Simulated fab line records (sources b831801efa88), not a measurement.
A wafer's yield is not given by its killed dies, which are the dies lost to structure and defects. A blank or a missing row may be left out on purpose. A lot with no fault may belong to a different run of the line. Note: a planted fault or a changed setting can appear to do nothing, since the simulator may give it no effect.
Chamber matching	flow sky130	SKY_FIELD_ISO_ETCH_17 on rieSi-01 has 4 sister chambers
The step etches Si in HBr/Cl2/O2, target depth 342 nm, time 97.7 s. 8 wafers are shown with their chamber, then 9 later ones without.

WAFERS, EACH WITH ITS CHAMBER
wafer	chamber	drypumpMotorCurrentA (A)	oesProductAu (a.u.)
L228.2	1	6.3	0.996
L228.3	0	5.4	1.007
L229.6	3	5.2	0.984
L231.1	1	6.4	1.001
L231.3	3	5.2	0.981
L240.2	2	5.7	0.996
L240.3	0	5.4	1.001
L240.5	2	5.7	1.000

WAFERS WHOSE CHAMBER IS MISSING
wafer	drypumpMotorCurrentA (A)	oesProductAu (a.u.)
L241.2	5.7	0.986
L241.3	6.4	1.000
L241.6	5.7	0.991
L244.2	5.7	1.007
L244.4	5.3	0.998
L244.5	6.4	1.009
L246.1	5.3	0.999
L246.3	5.7	0.992
L246.6	5.4	0.988

EACH ONE'S CHAMBER
wafer	from the rows above	in truth
L241.2	2	2
L241.3	1	1
L241.6	2	2
L244.2	2	2
L244.4	0	0
L244.5	1	1
L246.1	0	0
L246.3	2	2
L246.6	can't be placed: 0 or 3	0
Correctly placed: 8 of 9. Can't be placed from these rows: 1 (the true chamber is among the candidates in 1). Wrongly placed: 0.
How it was worked out, from the rows above alone: a wafer's distance from a chamber is the root of the sum, over the readings, of the square of ((its reading less the chamber's mean) divided by the reading's scatter). The wafer belongs to the nearest chamber; if the next one is less than 2 further off, it can't be placed. The mean given for a chamber averages the wafers shown for that chamber. The scatter: take each reading less its chamber's mean, square it, sum over the shown wafers, divide by the number of wafers less the number of chambers, and take the root.
